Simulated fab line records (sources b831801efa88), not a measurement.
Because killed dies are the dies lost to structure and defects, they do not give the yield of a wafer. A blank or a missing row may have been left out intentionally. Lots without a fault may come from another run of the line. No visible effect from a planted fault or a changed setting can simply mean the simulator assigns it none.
fab line records	flow gf180mcu	part 1 of 2: steps 1 to 29 of 43
record: lots: 5	wafers: 15	lastDay: 34
route steps=602 shown STI@4 DNWELL@32 NWELL@42
lots untouched by any fault: they come from a run of this same line in which no faults occurred
startH: hours from the record's opening day to when the first of the lot's shown wafers began	waitH: time in hours since the lot's previous step	" unchanged from the row above	L1.1+2: one row covering several wafers at once	- either no value or no given start	* or withheld: withheld	< > ~ a bound
route shown NAME@n: names a module that has steps shown in the file, with the first one's number in the route	usual: mean/standard deviation taken from wafers without a fault	same: alike in all rows	chamber/n: place in a boat	sites: the reading at each site	_std_site: standard deviation across them	_edge_site: the outer-site mean with the inner-site mean subtracted	radiusMm: how far each site lies from the wafer's centre	mask NAME#n: copy n	behind: the last tool/chamber to shape the wafer	hold: the reason the lot was held/the length of the hold in hours/how it ended	device: names the non-switching transistor (n, p or np)	end of line: tests of these same wafers at the route's end	where a step has no rows: the recipe by itself	killed: not the wafer's yield, but the dies lost to structure and defects at the first sort	map: dies across one wafer; x = killed, . = not, _ = none there
set.NAME: setting as actually run; set.NAME@STEP: the setting as run at that earlier step	model.NAME: the simulator's own value behind a step, which no gauge read
lots at some steps of the route; a table a step, a row a wafer
services: a tool's chamber out of use, with start hour (startH, from the record's first day; less than 0 if before it), hours out, and reason
== steps ==
step: GF_STI_CVD_03
recipe: material: Si3N4	precursor: DCS/NH3	targetThkNm: 207.16	tempC: 770	timeS: 3551	pressureMtorr: 250
usual: pressureMtorr: 249.9/0.49	spikeTcBottomC: 787.8/2	susceptorTempC: 770.1/0.33	zonePowerTopPct: 25.0/2
lot.wafer	tool	chamber	startH	waitH	pressureMtorr	spikeTcBottomC	susceptorTempC	zonePowerTopPct
L076.1	lpcvd-02	0	21.57	0.1	250.2	792.0	769.3	25.2
L076.3	"	0	"	"	250.3	790.0	769.3	25.6
L076.5	"	0	"	"	250.3	790.4	769.4	25.5
L080.1	lpcvd-01	0	42.99	0.1	250.0	786.2	769.7	23.1
L080.3	"	0	"	"	250.2	789.2	769.6	23.1
L080.6	"	0	"	"	249.5	787.1	770.2	23.4
L084.2	lpcvd-01	0	61.57	0.0	249.5	790.0	770.1	23.1
L084.3	"	0	"	"	249.6	787.8	770.2	23.4
L084.4	"	0	"	"	250.4	787.3	769.8	23.3
L094.3	lpcvd-01	1	111.57	0.0	249.9	787.1	769.6	28.7
L094.4	"	1	"	"	249.9	787.2	769.7	28.6
L094.6	"	1	"	"	249.2	785.3	769.7	28.5
L096.3	lpcvd-01	0	121.57	0.0	250.3	788.4	769.7	23.3
L096.5	"	0	"	"	250.5	788.6	770.0	23.3
L096.6	"	0	"	"	250.5	787.2	770.4	22.9
step: GF_STI_THK_MEAS_04
recipe: reads: Si3N4_of_STI_CVD_03
usual: STI_CVD_03_THK: 207.1/2.3
lot.wafer	tool	chamber	startH	waitH	STI_CVD_03_THK[nm]
L076.1	filmMetro-02	-	23.56	0.0	199.2
L076.3	"	-	"	"	200.8
L076.5	"	-	"	"	200.2
L080.1	filmMetro-01	-	44.98	0.0	205.5
L080.3	"	-	"	"	206.9
L080.6	"	-	"	"	206.9
L084.2	filmMetro-04	-	64.56	0.0	208.7
L084.3	"	-	"	"	208.1
L084.4	"	-	"	"	208.8
L094.3	filmMetro-04	-	114.57	0.0	206.9
L094.4	"	-	"	"	206.9
L094.6	"	-	"	"	208.5
L096.3	filmMetro-02	-	124.57	0.0	209.1
L096.5	"	-	"	"	206.3
L096.6	"	-	"	"	208.3
step: GF_STI_DEHYDRATE_05
recipe: tempC: 200	timeS: 60
lot.wafer	tool	chamber	startH	waitH
L076.1+3+5	lithoTrack-02	0	28.57	5.0
L080.1+3+6	lithoTrack-01	0	50.82	5.8
L084.2+3+4	lithoTrack-02	0	70.64	6.1
L094.3+4+6	lithoTrack-04	0	121.17	6.6
L096.3+5+6	lithoTrack-02	0	131.87	7.3
step: GF_STI_HMDS_06
recipe: primeTimeS: 60	primeTempC: 120
lot.wafer	tool	chamber	startH	waitH
L076.1+3+5	lithoTrack-02	0	28.72	0.1
L080.1+3+6	lithoTrack-01	0	50.97	0.1
L084.2+3+4	lithoTrack-02	0	70.79	0.1
L094.3+4+6	lithoTrack-04	0	121.32	0.1
L096.3+5+6	lithoTrack-02	0	132.02	0.1
step: GF_STI_COAT_07
recipe: resist: KrF	spinRpm: withheld	resistThkNm: 700
lot.wafer	tool	chamber	startH	waitH
L076.1+3+5	lithoTrack-02	0	28.87	0.1
L080.1+3+6	lithoTrack-01	0	51.12	0.1
L084.2+3+4	lithoTrack-02	0	70.94	0.1
L094.3+4+6	lithoTrack-04	0	121.47	0.1
L096.3+5+6	lithoTrack-02	0	132.17	0.1
step: GF_STI_SOFTBAKE_08
recipe: tempC: 130	timeS: 60	resist: KrF
lot.wafer	tool	chamber	startH	waitH
L076.1+3+5	lithoTrack-02	0	29.02	0.1
L080.1+3+6	lithoTrack-01	0	51.27	0.1
L084.2+3+4	lithoTrack-02	0	71.09	0.1
L094.3+4+6	lithoTrack-04	0	121.62	0.1
L096.3+5+6	lithoTrack-02	0	132.32	0.1
step: GF_STI_EXPOSE_09
recipe: maskId: COMP	targetCdNm: 220	na: 0.68	sourceShape: conventional	sigmaOuter: 0.6	doseMj: 28
same: na: 0.68
lot.wafer	tool	chamber	startH	waitH	mask
L076.1+3+5	krfScanner-02	0	-	-	COMP#0
L080.1+3+6	krfScanner-02	0	-	-	COMP#0
L084.2+3+4	krfScanner-02	0	-	-	COMP#0
L094.3+4+6	krfScanner-02	0	-	-	COMP#0
L096.3+5+6	krfScanner-02	0	-	-	COMP#0
step: GF_STI_PEB_10
recipe: pebTempC: 135	pebTimeS: 90	resist: KrF
lot.wafer	tool	chamber	startH	waitH
L076.1+3+5	lithoTrack-02	0	-	-
L080.1+3+6	lithoTrack-01	0	-	-
L084.2+3+4	lithoTrack-01	0	-	-
L094.3+4+6	lithoTrack-01	0	-	-
L096.3+5+6	lithoTrack-02	0	-	-
step: GF_STI_DEVELOP_11
recipe: developTimeS: 60	devTempC: 21
lot.wafer	tool	chamber	startH	waitH
L076.1+3+5	lithoTrack-02	0	34.87	0.2
L080.1+3+6	lithoTrack-01	0	57.37	0.2
L084.2+3+4	lithoTrack-01	0	77.40	0.2
L094.3+4+6	lithoTrack-01	0	128.77	0.1
L096.3+5+6	lithoTrack-02	0	139.52	0.1
step: GF_STI_CD_MEAS_12
recipe: targetCdNm: 220
usual: cdNm: 220.1/1.2
lot.wafer	tool	chamber	startH	waitH	cdNm
L076.1	cdSem-02	-	35.02	0.1	218.6
L076.3	"	-	"	"	219.0
L076.5	"	-	"	"	219.0
L080.1	cdSem-01	-	57.52	0.1	220.5
L080.3	"	-	"	"	220.8
L080.6	"	-	"	"	221.1
L084.2	cdSem-02	-	77.54	0.1	220.7
L084.3	"	-	"	"	220.0
L084.4	"	-	"	"	220.1
L094.3	cdSem-01	-	128.91	0.1	218.8
L094.4	"	-	"	"	218.6
L094.6	"	-	"	"	217.5
L096.3	cdSem-02	-	139.66	0.1	219.2
L096.5	"	-	"	"	219.7
L096.6	"	-	"	"	219.5
step: GF_STI_ETCH_13
recipe: chemistry: CHF3/O2	stopOn: Si	overEtchFrac: 0.3	targetDepthA: 2823.1	sourceW: 600	biasW: 200	pressureMtorr: 40	chf3FlowSccm: 50	O2_flow_sccm: 5	timeS: 112.9
usual: drypumpMotorCurrentA: 5.8/0.6	oesProductAu: 0.832/0.0069	rfFwdPowerW: 597.0/2.2	throttleValvePct: 8.811/0.0097
lot.wafer	tool	chamber	startH	waitH	drypumpMotorCurrentA	oesProductAu	rfFwdPowerW	rfHoursCounterH	throttleValvePct
L076.1	rieDiel-04	2	35.14	0.1	4.8	0.813	597.2	8	8.802
L076.3	"	1	"	"	6.2	0.816	599.1	6	8.794
L076.5	"	0	"	"	5.2	0.815	598.7	-	8.795
L080.1	rieDiel-04	2	57.64	0.1	4.8	0.829	593.3	9	8.814
L080.3	"	1	"	"	6.3	0.833	600.1	7	8.826
L080.6	"	2	"	"	4.8	0.824	595.8	-	8.813
L084.2	rieDiel-01	1	77.64	0.1	6.3	0.842	595.1	53	8.828
L084.3	"	0	"	"	6.2	0.833	596.9	2	8.803
L084.4	"	2	"	"	6.6	0.830	599.6	34	8.808
L094.3	rieDiel-03	2	128.99	0.1	6.4	0.838	597.9	148	8.807
L094.4	"	0	"	"	5.3	0.827	598.8	91	8.798
L094.6	"	3	"	"	5.7	0.839	597.0	-	8.826
L096.3	rieDiel-01	0	139.74	0.1	6.2	0.839	595.7	4	8.822
L096.5	"	1	"	"	6.3	0.835	594.0	-	8.816
L096.6	"	0	"	"	6.2	0.830	594.1	-	8.817
step: GF_STI_ETCH_14
recipe: target: Si	chemistry: HBr/Cl2/O2	targetDepthNm: 360	icpW: 600	biasW: 150	pressureMtorr: 15	HBr_flow_sccm: 150	Cl2_flow_sccm: 40	O2_flow_sccm: 6	timeS: 102.9
usual: drypumpMotorCurrentA: 6.0/0.31	oesProductAu: 1.001/0.015	rfFwdPowerW: 595.8/2.3	throttleValvePct: 25.656/0.015
lot.wafer	tool	chamber	startH	waitH	drypumpMotorCurrentA	oesProductAu	rfFwdPowerW	rfHoursCounterH	throttleValvePct
L076.1	rieSi-02	1	35.22	0.0	5.6	0.984	594.6	3	25.671
L076.3	"	2	"	"	5.7	1.012	595.2	1	25.672
L076.5	"	0	"	"	6.0	1.007	597.8	-	25.668
L080.1	rieSi-01	1	57.72	0.0	6.1	0.983	596.0	1	25.668
L080.3	"	0	"	"	6.0	0.997	593.8	0	25.656
L080.6	"	0	"	"	6.0	0.989	592.2	-	25.662
L084.2	rieSi-01	1	77.72	0.0	6.2	0.979	600.1	1	25.655
L084.3	"	0	"	"	6.0	0.982	595.0	1	25.662
L084.4	"	2	"	"	6.4	0.993	598.6	147	25.656
L094.3	rieSi-02	0	129.07	0.0	6.1	1.017	598.8	78	25.640
L094.4	"	1	"	"	5.6	0.986	596.7	4	25.667
L094.6	"	0	"	"	6.1	1.004	594.9	-	25.646
L096.3	rieSi-02	2	139.82	0.0	5.7	0.993	598.6	2	25.644
L096.5	"	2	"	"	5.7	1.003	596.8	-	25.663
L096.6	"	1	"	"	5.5	0.971	595.6	-	25.666
step: GF_STI_STRIP_15
recipe: chemistry: O2/N2	powerW: 1400	pressureMtorr: 1500	platenTempC: 250	o2FlowSccm: 3000	n2FlowSccm: 300	overashFraction: 0.5
usual: drypumpMotorCurrentA: 5.4/0.39	heaterPowerW: 358/42	oesProductAu: 0.385/0.0051	stripTimeToEndpointS: 3.75/0.06
lot.wafer	tool	chamber	startH	waitH	drypumpMotorCurrentA	heaterPowerW	oesProductAu	rfHoursCounterH	stripTimeToEndpointS
L076.1	plasmaAsher-04	1	35.29	0.0	4.9	328	0.388	22	3.85
L076.3	"	1	"	"	4.9	325	0.381	-	3.69
L076.5	"	0	"	"	5.5	400	0.385	-	3.74
L080.1	plasmaAsher-01	0	57.80	0.0	5.9	356	0.391	41	3.84
L080.3	"	1	"	"	6.1	297	0.384	-	3.77
L080.6	"	1	"	"	6.1	296	0.386	-	3.85
L084.2	plasmaAsher-03	0	77.80	0.0	5.0	417	0.386	41	3.76
L084.3	"	0	"	"	5.0	424	0.389	-	3.82
L084.4	"	1	"	"	5.4	337	0.379	-	3.73
L094.3	plasmaAsher-04	1	129.18	0.1	4.9	332	0.381	-	3.70
L094.4	"	0	"	"	5.5	388	0.388	-	3.76
L094.6	"	1	"	"	4.9	331	0.385	-	3.69
L096.3	plasmaAsher-04	0	139.92	0.1	5.5	392	0.388	-	3.82
L096.5	"	1	"	"	4.9	328	0.377	-	3.82
L096.6	"	0	"	"	5.5	387	0.390	-	3.85
step: GF_STI_CLEAN_16
recipe: chemistry: dHF	timeS: 25	dilution: 100:1
lot.wafer	tool	chamber	startH	waitH
L076.1+3+5	wetBench-03	1	35.39	0.1
L080.1+3+6	wetBench-03	1	57.90	0.1
L084.2+3+4	wetBench-01	2	77.90	0.1
L094.3+4+6	wetBench-01	0	129.25	0.0
L096.3+5+6	wetBench-03	1	139.99	0.0
step: GF_STI_WET_ETCH_17
recipe: chemistry: H3PO4	targetDepthNm: 45	tempC: 160	target: Si3N4	timeS: 514
lot.wafer	tool	chamber	startH	waitH
L076.1+3+5	wetBench-01	2	35.41	0.0
L080.1+3+6	wetBench-01	3	57.91	0.0
L084.2+3+4	wetBench-03	3	77.91	0.0
L094.3+4+6	wetBench-02	0	129.26	0.0
L096.3+5+6	wetBench-01	2	140.01	0.0
step: GF_STI_CLEAN_18
recipe: chemistry: SC1/SC2	mix: 1:4:20	tempC: 70	timeS: 150
lot.wafer	tool	chamber	startH	waitH
L076.1+3+5	wetBench-02	0	35.56	0.0
L080.1+3+6	wetBench-02	2	58.08	0.0
L084.2+3+4	wetBench-01	3	78.06	0.0
L094.3+4+6	wetBench-03	0	129.41	0.0
L096.3+5+6	wetBench-02	1	140.16	0.0
step: GF_STI_CLEAN_19
recipe: chemistry: dHF	timeS: 20	dilution: 100:1
lot.wafer	tool	chamber	startH	waitH
L076.1+3+5	wetBench-03	3	35.61	0.0
L080.1+3+6	wetBench-03	0	58.13	0.0
L084.2+3+4	wetBench-03	2	78.11	0.0
L094.3+4+6	wetBench-01	1	129.46	0.0
L096.3+5+6	wetBench-01	0	140.21	0.0
step: GF_STI_WET_ETCH_20
recipe: chemistry: dHF	dilution: 100:1	targetDepthNm: 20	tempC: 25	dry: ipaMarangoni	target: SiO2	timeS: 400
lot.wafer	tool	chamber	startH	waitH
L076.1+3+5	wetBench-01	0	35.62	0.0
L080.1+3+6	wetBench-01	0	58.14	0.0
L084.2+3+4	wetBench-01	3	78.13	0.0
L094.3+4+6	wetBench-02	0	129.48	0.0
L096.3+5+6	wetBench-02	0	140.22	0.0
step: GF_STI_OXIDATION_21
recipe: tempC: 1000	ambient: O2	stabiliseS: 600	purgeS: 300	targetThkA: 150	oxTimeS: 458
usual: oxTempCMax: 1006.3/2.4	spikeTcBottomC: 1018.6/1.4	zonePowerTopPct: 40.7/0.53
same: oxTimeS: 458
lot.wafer	tool	chamber	startH	waitH	oxTempCMax	spikeTcBottomC	zonePowerTopPct
L076.1	furnace-01	0	36.70	1.0	1009.0	1020.8	40.2
L076.3	"	0	"	"	1007.5	1021.1	40.2
L076.5	"	0	"	"	1009.6	1019.6	39.9
L080.1	furnace-01	0	58.27	0.0	1007.1	1020.9	39.8
L080.3	"	0	"	"	1008.8	1019.4	39.8
L080.6	"	0	"	"	1009.3	1018.8	39.9
L084.2	furnace-02	0	78.25	0.0	1004.5	1016.8	41.2
L084.3	"	0	"	"	1004.9	1016.6	40.8
L084.4	"	0	"	"	1002.9	1016.9	41.2
L094.3	furnace-02	0	129.60	0.0	1004.1	1020.3	41.4
L094.4	"	0	"	"	1004.8	1017.8	41.0
L094.6	"	0	"	"	1004.8	1018.6	40.8
L096.3	furnace-02	0	140.34	0.0	1004.9	1017.6	41.6
L096.5	"	0	"	"	1005.0	1016.5	41.5
L096.6	"	0	"	"	1005.0	1016.3	40.6
step: GF_STI_THK_MEAS_22
recipe: reads: SiO2_of_STI_OXIDATION_21
usual: STI_OXIDATION_01_THK: 14.79/0.27
lot.wafer	tool	chamber	startH	waitH	STI_OXIDATION_01_THK[nm]
L076.1	filmMetro-02	-	37.82	0.0	15.03
L076.3	"	-	"	"	15.03
L076.5	"	-	"	"	14.79
L080.1	filmMetro-01	-	59.40	0.0	14.84
L080.3	"	-	"	"	14.92
L080.6	"	-	"	"	14.87
L084.2	filmMetro-01	-	79.38	0.0	14.76
L084.3	"	-	"	"	14.82
L084.4	"	-	"	"	14.62
L094.3	filmMetro-04	-	130.75	0.0	15.00
L094.4	"	-	"	"	14.88
L094.6	"	-	"	"	14.93
L096.3	filmMetro-02	-	141.49	0.0	14.74
L096.5	"	-	"	"	14.82
L096.6	"	-	"	"	14.74
step: GF_STI_CVD_23
recipe: material: SiO2	targetThkNm: 650	sigmaOpenFrac: 0.3	timeS: 108.3	tempC: 600	sih4FlowSccm: 60	pressureMtorr: 6
usual: pressureMtorr: 6.001/0.012	susceptorTempC: 599.98/0.28
lot.wafer	tool	chamber	startH	waitH	pressureMtorr	susceptorTempC
L076.1	hdpcvd-01	2	37.88	0.1	5.989	600.10
L076.3	"	0	"	"	5.999	599.99
L076.5	"	0	"	"	5.990	599.95
L080.1	hdpcvd-01	0	59.46	0.1	5.982	599.63
L080.3	"	1	"	"	6.003	599.69
L080.6	"	0	"	"	5.988	599.78
L084.2	hdpcvd-02	1	79.43	0.0	6.019	600.19
L084.3	"	0	"	"	6.018	599.99
L084.4	"	2	"	"	6.015	600.12
L094.3	hdpcvd-01	0	130.79	0.0	5.994	600.01
L094.4	"	0	"	"	6.002	599.75
L094.6	"	1	"	"	6.018	599.88
L096.3	hdpcvd-02	2	141.53	0.0	6.015	600.09
L096.5	"	2	"	"	6.015	600.18
L096.6	"	0	"	"	5.988	599.89
step: GF_STI_THK_MEAS_24
recipe: reads: SiO2_of_STI_CVD_23
usual: STI_CVD_23_THK: 651/8.7
lot.wafer	tool	chamber	startH	waitH	STI_CVD_23_THK[nm]
L076.1	filmMetro-01	-	37.96	0.0	648
L076.3	"	-	"	"	652
L076.5	"	-	"	"	652
L080.1	filmMetro-02	-	59.54	0.0	647
L080.3	"	-	"	"	658
L080.6	"	-	"	"	648
L084.2	filmMetro-02	-	79.52	0.0	643
L084.3	"	-	"	"	653
L084.4	"	-	"	"	647
L094.3	filmMetro-02	-	130.88	0.1	645
L094.4	"	-	"	"	651
L094.6	"	-	"	"	659
L096.3	filmMetro-02	-	141.63	0.1	637
L096.5	"	-	"	"	631
L096.6	"	-	"	"	642
step: GF_STI_CMP_25
recipe: stopOn: Si3N4	tOverpolishS: 33	downForcePsi: 4	platenRpm: 60	targetThkNm: 524.6	padVelocityMS: 0.94248
usual: motorCurrentA: 12.3/1.1	overpolishRunS: 33.000/0.0088	timeToEndpointS: 119/4.9
same: tOverpolishS: 33
lot.wafer	tool	chamber	startH	waitH	motorCurrentA	overpolishRunS	timeToEndpointS
L076.1	cmp-01	2	38.02	0.1	13.1	33.000	115
L076.3	"	0	"	"	14.2	33.001	122
L076.5	"	3	"	"	11.7	32.984	115
L080.1	cmp-01	2	59.60	0.1	12.6	33.003	112
L080.3	"	1	"	"	11.8	33.007	118
L080.6	"	2	"	"	12.1	32.997	115
L084.4	cmp-01	0	79.57	0.0	13.7	32.997	119
L084.3	"	1	"	"	11.8	33.007	112
L084.2	"	3	"	"	11.4	33.005	111
L094.3	cmp-01	2	130.97	0.1	11.9	33.000	112
L094.4	"	0	"	"	14.3	33.000	124
L094.6	"	1	"	"	12.1	32.998	118
L096.3	cmp-02	0	141.82	0.2	10.5	33.010	117
L096.5	"	1	"	"	13.3	33.011	107
L096.6	"	2	"	"	12.6	32.997	121
step: GF_STI_WET_ETCH_26
recipe: chemistry: dHF	targetDepthNm: 94	target: SiO2	tempC: 25	dilution: 10:1	timeS: 188
lot.wafer	tool	chamber	startH	waitH
L076.1+3+5	wetBench-03	0	38.32	0.2
L080.1+3+6	wetBench-02	3	59.90	0.2
L084.2+3+4	wetBench-01	0	79.87	0.1
L094.3+4+6	wetBench-01	0	131.22	0.2
L096.3+5+6	wetBench-03	2	141.97	0.1
step: GF_STI_WET_ETCH_27
recipe: chemistry: H3PO4	targetDepthNm: 160	target: Si3N4	tempC: 160	timeS: 1825
lot.wafer	tool	chamber	startH	waitH
L076.1+3+5	wetBench-02	1	38.39	0.0
L080.1+3+6	wetBench-03	3	59.96	0.0
L084.2+3+4	wetBench-03	0	79.93	0.0
L094.3+4+6	wetBench-03	2	131.29	0.0
L096.3+5+6	wetBench-02	2	142.03	0.0
step: GF_STI_WET_ETCH_28
recipe: chemistry: dHF	targetDepthNm: 20	dry: ipaMarangoni	target: SiO2	tempC: 25	dilution: 10:1	timeS: 40
lot.wafer	tool	chamber	startH	waitH
L076.1+3+5	wetBench-03	0	38.90	0.0
L080.1+3+6	wetBench-01	1	60.47	0.0
L084.2+3+4	wetBench-02	2	80.45	0.0
L094.3+4+6	wetBench-02	1	131.80	0.0
L096.3+5+6	wetBench-03	1	142.54	0.0
step: GF_STI_OXIDATION_29
recipe: tempC: 900	ambient: O2	stabiliseS: 600	purgeS: 300	targetThkA: 100	oxTimeS: 1418
usual: oxTempCMax: 906.4/2.3	spikeTcBottomC: 918.9/1.1	zonePowerTopPct: 33.9/0.48
same: oxTimeS: 1418
lot.wafer	tool	chamber	startH	waitH	oxTempCMax	spikeTcBottomC	zonePowerTopPct
L076.1	furnace-01	0	40.52	1.6	907.1	919.9	33.1
L076.3	"	0	"	"	906.5	919.0	33.5
L076.5	"	0	"	"	906.2	918.4	33.2
L080.1	furnace-01	0	60.49	0.0	908.8	920.2	33.5
L080.3	"	0	"	"	912.8	920.1	33.4
L080.6	"	0	"	"	908.8	919.3	33.1
L084.2	furnace-01	0	81.52	1.1	906.9	918.6	33.3
L084.3	"	0	"	"	906.5	921.5	33.0
L084.4	"	0	"	"	907.6	919.8	33.8
L094.3	furnace-01	0	131.82	0.0	908.5	919.0	34.1
L094.4	"	0	"	"	905.2	919.9	33.9
L094.6	"	0	"	"	908.2	920.8	33.5
L096.3	furnace-01	0	142.56	0.0	910.5	917.9	33.6
L096.5	"	0	"	"	907.9	919.3	33.3
L096.6	"	0	"	"	908.0	919.4	34.1
step: GF_STI_THK_MEAS_30
recipe: reads: SiO2_of_STI_OXIDATION_29
usual: STI_OXIDATION_02_THK: 9.90/0.15
lot.wafer	tool	chamber	startH	waitH	STI_OXIDATION_02_THK[nm]
L076.1	filmMetro-04	-	41.91	0.0	9.68
L076.3	"	-	"	"	9.67
L076.5	"	-	"	"	9.77
L080.1	filmMetro-02	-	61.89	0.0	10.09
L080.3	"	-	"	"	9.76
L080.6	"	-	"	"	10.11
L084.2	filmMetro-02	-	82.93	0.0	10.04
L084.3	"	-	"	"	10.15
L084.4	"	-	"	"	10.04
L094.3	filmMetro-01	-	133.24	0.0	10.05
L094.4	"	-	"	"	10.17
L094.6	"	-	"	"	10.14
L096.3	filmMetro-01	-	143.97	0.0	9.74
L096.5	"	-	"	"	9.55
L096.6	"	-	"	"	9.68
step: GF_DNWELL_DEHYDRATE_00
recipe: tempC: 200	timeS: 60
lot.wafer	tool	chamber	startH	waitH
L076.1+3+5	lithoTrack-02	0	46.82	4.9
L080.1+3+6	lithoTrack-03	0	67.98	6.1
L084.2+3+4	lithoTrack-02	0	88.89	6.0
L094.3+4+6	lithoTrack-01	0	140.32	7.1
L096.3+5+6	lithoTrack-01	0	151.27	7.3
